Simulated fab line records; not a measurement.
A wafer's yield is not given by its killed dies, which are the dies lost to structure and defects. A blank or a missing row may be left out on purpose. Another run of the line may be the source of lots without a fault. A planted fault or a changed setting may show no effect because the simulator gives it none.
fab line records / flow gf180mcu
[record] lots = 13 wafers = 39 last-day = 34
route steps=602 shown V5@563
lots with no fault: from the same line, run without faults
start-h: the number of hours between the record's first day and the start of the first shown wafer of the lot / wait-h: hours since the lot's step before / " the same as in the row above / L1.1+2: a row that stands for several wafers / - no value, or no start was given / * or withheld: withheld / < > ~ a bound
route shown NAME@n: a module of which the file shows steps, and the number in the route of the first / usual: mean and standard deviation over wafers with no fault / same: alike in all rows / chamber/n: place in a boat / sites: each site's reading / _std_site: their standard deviation / _edge_site: outer sites' mean less inner sites' / radius-mm: how far each site lies from the wafer's centre / mask NAME#n: copy n / behind: the last tool/chamber to shape the wafer / hold: cause of the lot's hold/its duration in hours/its outcome / device: transistor that didn't switch, given as n, p or np / end of line: tests run on the same wafers once the route is complete / a step given without rows: its recipe and nothing more / killed: at the first sort, the dies lost to defects and structure; wafer yield is something else / map: per-die view of a wafer (x killed, . not killed, _ where there is no die)
set.NAME: the setting the step ran with; set.NAME@STEP: the setting that earlier step ran with / model.NAME: the simulator's own value behind a step, which no gauge read
route steps across a sampled set of lots; one table per step, one row per wafer
services: when a tool's chamber went out of use (start-h, in hours from the record's first day, below 0 if earlier), for how many hours, and the reason
[[steps]]
[step GF_V5_CVD_23]
[recipe] material = W target-thk-nm = 350 time-s = 104.9 temp-c = 400 pressure-torr = 40
[usual] heater-power-w = 924/110
lot.wafer=L915.3 tool=cvd-w-02 chamber=0 start-h=630.29 wait-h=0.1 heater-power-w=1112
lot.wafer=L915.4 tool=cvd-w-02 chamber=1 start-h=630.29 wait-h=0.1 heater-power-w=833
lot.wafer=L915.6 tool=cvd-w-02 chamber=0 start-h=630.29 wait-h=0.1 heater-power-w=1114
lot.wafer=L916.3 tool=cvd-w-02 chamber=0 start-h=635.75 wait-h=0.1 heater-power-w=1084
lot.wafer=L916.4 tool=cvd-w-02 chamber=1 start-h=635.75 wait-h=0.1 heater-power-w=847
lot.wafer=L916.6 tool=cvd-w-02 chamber=1 start-h=635.75 wait-h=0.1 heater-power-w=859
lot.wafer=L917.2 tool=cvd-w-01 chamber=1 start-h=640.97 wait-h=0.0 heater-power-w=878
lot.wafer=L917.3 tool=cvd-w-01 chamber=1 start-h=640.97 wait-h=0.0 heater-power-w=876
lot.wafer=L917.6 tool=cvd-w-01 chamber=0 start-h=640.97 wait-h=0.0 heater-power-w=827
lot.wafer=L918.2 tool=cvd-w-02 chamber=1 start-h=652.24 wait-h=0.0 heater-power-w=854
lot.wafer=L918.4 tool=cvd-w-02 chamber=1 start-h=652.24 wait-h=0.0 heater-power-w=873
lot.wafer=L918.6 tool=cvd-w-02 chamber=1 start-h=652.24 wait-h=0.0 heater-power-w=850
lot.wafer=L921.3 tool=cvd-w-01 chamber=0 start-h=671.36 wait-h=0.1 heater-power-w=851
lot.wafer=L921.4 tool=cvd-w-01 chamber=1 start-h=671.36 wait-h=0.1 heater-power-w=888
lot.wafer=L921.5 tool=cvd-w-01 chamber=0 start-h=671.36 wait-h=0.1 heater-power-w=858
lot.wafer=L922.2 tool=cvd-w-01 chamber=1 start-h=674.58 wait-h=0.0 heater-power-w=881
lot.wafer=L922.5 tool=cvd-w-01 chamber=1 start-h=674.58 wait-h=0.0 heater-power-w=869
lot.wafer=L922.6 tool=cvd-w-01 chamber=0 start-h=674.58 wait-h=0.0 heater-power-w=853
lot.wafer=L924.2 tool=cvd-w-01 chamber=0 start-h=693.72 wait-h=0.0 heater-power-w=852
lot.wafer=L924.4 tool=cvd-w-01 chamber=1 start-h=693.72 wait-h=0.0 heater-power-w=878
lot.wafer=L924.5 tool=cvd-w-01 chamber=1 start-h=693.72 wait-h=0.0 heater-power-w=891
lot.wafer=L925.1 tool=cvd-w-01 chamber=1 start-h=702.76 wait-h=0.0 heater-power-w=881
lot.wafer=L925.2 tool=cvd-w-01 chamber=0 start-h=702.76 wait-h=0.0 heater-power-w=838
lot.wafer=L925.4 tool=cvd-w-01 chamber=0 start-h=702.76 wait-h=0.0 heater-power-w=845
lot.wafer=L926.1 tool=cvd-w-01 chamber=0 start-h=712.88 wait-h=0.0 heater-power-w=838
lot.wafer=L926.2 tool=cvd-w-01 chamber=1 start-h=712.88 wait-h=0.0 heater-power-w=889
lot.wafer=L926.6 tool=cvd-w-01 chamber=0 start-h=712.88 wait-h=0.0 heater-power-w=849
lot.wafer=L930.3 tool=cvd-w-01 chamber=1 start-h=734.21 wait-h=0.1 heater-power-w=889
lot.wafer=L930.4 tool=cvd-w-01 chamber=0 start-h=734.21 wait-h=0.1 heater-power-w=845
lot.wafer=L930.5 tool=cvd-w-01 chamber=1 start-h=734.21 wait-h=0.1 heater-power-w=892
lot.wafer=L936.3 tool=cvd-w-02 chamber=0 start-h=773.02 wait-h=0.1 heater-power-w=1110
lot.wafer=L936.5 tool=cvd-w-02 chamber=0 start-h=773.02 wait-h=0.1 heater-power-w=1117
lot.wafer=L936.6 tool=cvd-w-02 chamber=1 start-h=773.02 wait-h=0.1 heater-power-w=839
lot.wafer=L937.1 tool=cvd-w-02 chamber=0 start-h=778.92 wait-h=0.0 heater-power-w=1129
lot.wafer=L937.4 tool=cvd-w-02 chamber=1 start-h=778.92 wait-h=0.0 heater-power-w=838
lot.wafer=L937.6 tool=cvd-w-02 chamber=1 start-h=778.92 wait-h=0.0 heater-power-w=851
lot.wafer=L938.3 tool=cvd-w-02 chamber=0 start-h=787.07 wait-h=0.1 heater-power-w=1131
lot.wafer=L938.4 tool=cvd-w-02 chamber=1 start-h=787.07 wait-h=0.1 heater-power-w=868
lot.wafer=L938.6 tool=cvd-w-02 chamber=0 start-h=787.07 wait-h=0.1 heater-power-w=1133
[step GF_V5_RS_MEAS_24]
[recipe] thk-meas-gauge = four-point-probe reads = W_of_V5_CVD_23+TiN_of_V5_SPUTTER_22+Ti_of_V5_SPUTTER_21
[usual] V5_W_RS = 0.326/0.0055
lot.wafer=L915.3 tool=film-metro-04 chamber=- start-h=630.40 wait-h=0.1 V5_W_RS[ohm/sq]=0.323
lot.wafer=L915.4 tool=film-metro-04 chamber=- start-h=630.40 wait-h=0.1 V5_W_RS[ohm/sq]=0.328
lot.wafer=L915.6 tool=film-metro-04 chamber=- start-h=630.40 wait-h=0.1 V5_W_RS[ohm/sq]=0.326
lot.wafer=L916.3 tool=film-metro-03 chamber=- start-h=635.87 wait-h=0.1 V5_W_RS[ohm/sq]=0.325
lot.wafer=L916.4 tool=film-metro-03 chamber=- start-h=635.87 wait-h=0.1 V5_W_RS[ohm/sq]=0.331
lot.wafer=L916.6 tool=film-metro-03 chamber=- start-h=635.87 wait-h=0.1 V5_W_RS[ohm/sq]=0.332
lot.wafer=L917.2 tool=film-metro-01 chamber=- start-h=641.10 wait-h=0.1 V5_W_RS[ohm/sq]=0.315
lot.wafer=L917.3 tool=film-metro-01 chamber=- start-h=641.10 wait-h=0.1 V5_W_RS[ohm/sq]=0.319
lot.wafer=L917.6 tool=film-metro-01 chamber=- start-h=641.10 wait-h=0.1 V5_W_RS[ohm/sq]=0.327
lot.wafer=L918.2 tool=film-metro-03 chamber=- start-h=652.38 wait-h=0.1 V5_W_RS[ohm/sq]=0.326
lot.wafer=L918.4 tool=film-metro-03 chamber=- start-h=652.38 wait-h=0.1 V5_W_RS[ohm/sq]=0.326
lot.wafer=L918.6 tool=film-metro-03 chamber=- start-h=652.38 wait-h=0.1 V5_W_RS[ohm/sq]=0.322
lot.wafer=L921.3 tool=film-metro-01 chamber=- start-h=671.57 wait-h=0.2 V5_W_RS[ohm/sq]=0.333
lot.wafer=L921.4 tool=film-metro-01 chamber=- start-h=671.57 wait-h=0.2 V5_W_RS[ohm/sq]=0.316
lot.wafer=L921.5 tool=film-metro-01 chamber=- start-h=671.57 wait-h=0.2 V5_W_RS[ohm/sq]=0.331
lot.wafer=L922.2 tool=film-metro-04 chamber=- start-h=674.71 wait-h=0.1 V5_W_RS[ohm/sq]=0.315
lot.wafer=L922.5 tool=film-metro-04 chamber=- start-h=674.71 wait-h=0.1 V5_W_RS[ohm/sq]=0.319
lot.wafer=L922.6 tool=film-metro-04 chamber=- start-h=674.71 wait-h=0.1 V5_W_RS[ohm/sq]=0.332
lot.wafer=L924.2 tool=film-metro-01 chamber=- start-h=693.85 wait-h=0.1 V5_W_RS[ohm/sq]=0.328
lot.wafer=L924.4 tool=film-metro-01 chamber=- start-h=693.85 wait-h=0.1 V5_W_RS[ohm/sq]=0.318
lot.wafer=L924.5 tool=film-metro-01 chamber=- start-h=693.85 wait-h=0.1 V5_W_RS[ohm/sq]=0.318
lot.wafer=L925.1 tool=film-metro-04 chamber=- start-h=702.87 wait-h=0.1 V5_W_RS[ohm/sq]=0.320
lot.wafer=L925.2 tool=film-metro-04 chamber=- start-h=702.87 wait-h=0.1 V5_W_RS[ohm/sq]=0.331
lot.wafer=L925.4 tool=film-metro-04 chamber=- start-h=702.87 wait-h=0.1 V5_W_RS[ohm/sq]=0.331
lot.wafer=L926.1 tool=film-metro-03 chamber=- start-h=713.00 wait-h=0.1 V5_W_RS[ohm/sq]=0.333
lot.wafer=L926.2 tool=film-metro-03 chamber=- start-h=713.00 wait-h=0.1 V5_W_RS[ohm/sq]=0.321
lot.wafer=L926.6 tool=film-metro-03 chamber=- start-h=713.00 wait-h=0.1 V5_W_RS[ohm/sq]=0.332
lot.wafer=L930.3 tool=film-metro-03 chamber=- start-h=734.33 wait-h=0.1 V5_W_RS[ohm/sq]=0.323
lot.wafer=L930.4 tool=film-metro-03 chamber=- start-h=734.33 wait-h=0.1 V5_W_RS[ohm/sq]=0.307
lot.wafer=L930.5 tool=film-metro-03 chamber=- start-h=734.33 wait-h=0.1 V5_W_RS[ohm/sq]=0.322
lot.wafer=L936.3 tool=film-metro-03 chamber=- start-h=773.13 wait-h=0.1 V5_W_RS[ohm/sq]=0.328
lot.wafer=L936.5 tool=film-metro-03 chamber=- start-h=773.13 wait-h=0.1 V5_W_RS[ohm/sq]=0.330
lot.wafer=L936.6 tool=film-metro-03 chamber=- start-h=773.13 wait-h=0.1 V5_W_RS[ohm/sq]=0.328
lot.wafer=L937.1 tool=film-metro-03 chamber=- start-h=779.03 wait-h=0.1 V5_W_RS[ohm/sq]=0.325
lot.wafer=L937.4 tool=film-metro-03 chamber=- start-h=779.03 wait-h=0.1 V5_W_RS[ohm/sq]=0.325
lot.wafer=L937.6 tool=film-metro-03 chamber=- start-h=779.03 wait-h=0.1 V5_W_RS[ohm/sq]=0.324
lot.wafer=L938.3 tool=film-metro-03 chamber=- start-h=787.18 wait-h=0.1 V5_W_RS[ohm/sq]=0.325
lot.wafer=L938.4 tool=film-metro-03 chamber=- start-h=787.18 wait-h=0.1 V5_W_RS[ohm/sq]=0.326
lot.wafer=L938.6 tool=film-metro-03 chamber=- start-h=787.18 wait-h=0.1 V5_W_RS[ohm/sq]=0.327
[step GF_V5_THK_MEAS_25]
[recipe] thk-meas-gauge = xrf reads = W_of_V5_CVD_23
[usual] V5_W_THK = 348/6.4
lot.wafer=L915.3 tool=film-metro-04 chamber=- start-h=630.50 wait-h=0.1 V5_W_THK[nm]=354
lot.wafer=L915.4 tool=film-metro-04 chamber=- start-h=630.50 wait-h=0.1 V5_W_THK[nm]=350
lot.wafer=L915.6 tool=film-metro-04 chamber=- start-h=630.50 wait-h=0.1 V5_W_THK[nm]=351
lot.wafer=L916.3 tool=film-metro-03 chamber=- start-h=635.97 wait-h=0.1 V5_W_THK[nm]=348
lot.wafer=L916.4 tool=film-metro-03 chamber=- start-h=635.97 wait-h=0.1 V5_W_THK[nm]=342
lot.wafer=L916.6 tool=film-metro-03 chamber=- start-h=635.97 wait-h=0.1 V5_W_THK[nm]=340
lot.wafer=L917.2 tool=film-metro-01 chamber=- start-h=641.21 wait-h=0.1 V5_W_THK[nm]=360
lot.wafer=L917.3 tool=film-metro-01 chamber=- start-h=641.21 wait-h=0.1 V5_W_THK[nm]=355
lot.wafer=L917.6 tool=film-metro-01 chamber=- start-h=641.21 wait-h=0.1 V5_W_THK[nm]=349
lot.wafer=L918.2 tool=film-metro-03 chamber=- start-h=652.49 wait-h=0.1 V5_W_THK[nm]=351
lot.wafer=L918.4 tool=film-metro-03 chamber=- start-h=652.49 wait-h=0.1 V5_W_THK[nm]=349
lot.wafer=L918.6 tool=film-metro-03 chamber=- start-h=652.49 wait-h=0.1 V5_W_THK[nm]=353
lot.wafer=L921.3 tool=film-metro-01 chamber=- start-h=671.67 wait-h=0.1 V5_W_THK[nm]=343
lot.wafer=L921.4 tool=film-metro-01 chamber=- start-h=671.67 wait-h=0.1 V5_W_THK[nm]=363
lot.wafer=L921.5 tool=film-metro-01 chamber=- start-h=671.67 wait-h=0.1 V5_W_THK[nm]=343
lot.wafer=L922.2 tool=film-metro-04 chamber=- start-h=674.82 wait-h=0.1 V5_W_THK[nm]=363
lot.wafer=L922.5 tool=film-metro-04 chamber=- start-h=674.82 wait-h=0.1 V5_W_THK[nm]=356
lot.wafer=L922.6 tool=film-metro-04 chamber=- start-h=674.82 wait-h=0.1 V5_W_THK[nm]=347
lot.wafer=L924.2 tool=film-metro-01 chamber=- start-h=693.96 wait-h=0.1 V5_W_THK[nm]=343
lot.wafer=L924.4 tool=film-metro-01 chamber=- start-h=693.96 wait-h=0.1 V5_W_THK[nm]=357
lot.wafer=L924.5 tool=film-metro-01 chamber=- start-h=693.96 wait-h=0.1 V5_W_THK[nm]=357
lot.wafer=L925.1 tool=film-metro-04 chamber=- start-h=702.99 wait-h=0.1 V5_W_THK[nm]=360
lot.wafer=L925.2 tool=film-metro-04 chamber=- start-h=702.99 wait-h=0.1 V5_W_THK[nm]=344
lot.wafer=L925.4 tool=film-metro-04 chamber=- start-h=702.99 wait-h=0.1 V5_W_THK[nm]=346
lot.wafer=L926.1 tool=film-metro-03 chamber=- start-h=713.12 wait-h=0.1 V5_W_THK[nm]=338
lot.wafer=L926.2 tool=film-metro-03 chamber=- start-h=713.12 wait-h=0.1 V5_W_THK[nm]=350
lot.wafer=L926.6 tool=film-metro-03 chamber=- start-h=713.12 wait-h=0.1 V5_W_THK[nm]=338
lot.wafer=L930.3 tool=film-metro-03 chamber=- start-h=734.43 wait-h=0.1 V5_W_THK[nm]=348
lot.wafer=L930.4 tool=film-metro-03 chamber=- start-h=734.43 wait-h=0.1 V5_W_THK[nm]=369
lot.wafer=L930.5 tool=film-metro-03 chamber=- start-h=734.43 wait-h=0.1 V5_W_THK[nm]=349
lot.wafer=L936.3 tool=film-metro-03 chamber=- start-h=773.23 wait-h=0.1 V5_W_THK[nm]=343
lot.wafer=L936.5 tool=film-metro-03 chamber=- start-h=773.23 wait-h=0.1 V5_W_THK[nm]=344
lot.wafer=L936.6 tool=film-metro-03 chamber=- start-h=773.23 wait-h=0.1 V5_W_THK[nm]=345
lot.wafer=L937.1 tool=film-metro-03 chamber=- start-h=779.15 wait-h=0.1 V5_W_THK[nm]=348
lot.wafer=L937.4 tool=film-metro-03 chamber=- start-h=779.15 wait-h=0.1 V5_W_THK[nm]=347
lot.wafer=L937.6 tool=film-metro-03 chamber=- start-h=779.15 wait-h=0.1 V5_W_THK[nm]=347
lot.wafer=L938.3 tool=film-metro-03 chamber=- start-h=787.28 wait-h=0.1 V5_W_THK[nm]=347
lot.wafer=L938.4 tool=film-metro-03 chamber=- start-h=787.28 wait-h=0.1 V5_W_THK[nm]=348
lot.wafer=L938.6 tool=film-metro-03 chamber=- start-h=787.28 wait-h=0.1 V5_W_THK[nm]=343
[[services]]
tool=cvd-w-01 chamber=1 start-h=634.63 hours=- kind=calibration
tool=cvd-w-02 chamber=0 start-h=753.59 hours=4.6 kind=repair
[[key]]
[first-sign] step = GF_V5_RS_MEAS_24 reading = V5_W_RS direction = down sigmas = 3.5 usual = 0.326 struck = 0.307
[effect] step = GF_V5_THK_MEAS_25 reading = V5_W_THK direction = up sigmas = 3.2 usual = 348 struck = 369
met-at GF_V5_CVD_23
struck-lots L930
struck-wafers L930.4
onset-between 712.88 734.21
[fault] kind = process-parameter-drift tool = cvd-w-01 chamber = - onset-h = 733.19 steps = GF_V5_CVD_23 channel = target-thk-nm offset = 31.152 shape = step end-h = 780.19 scope = struck-wafers-only acts-in = these-recipes-only stated = 350
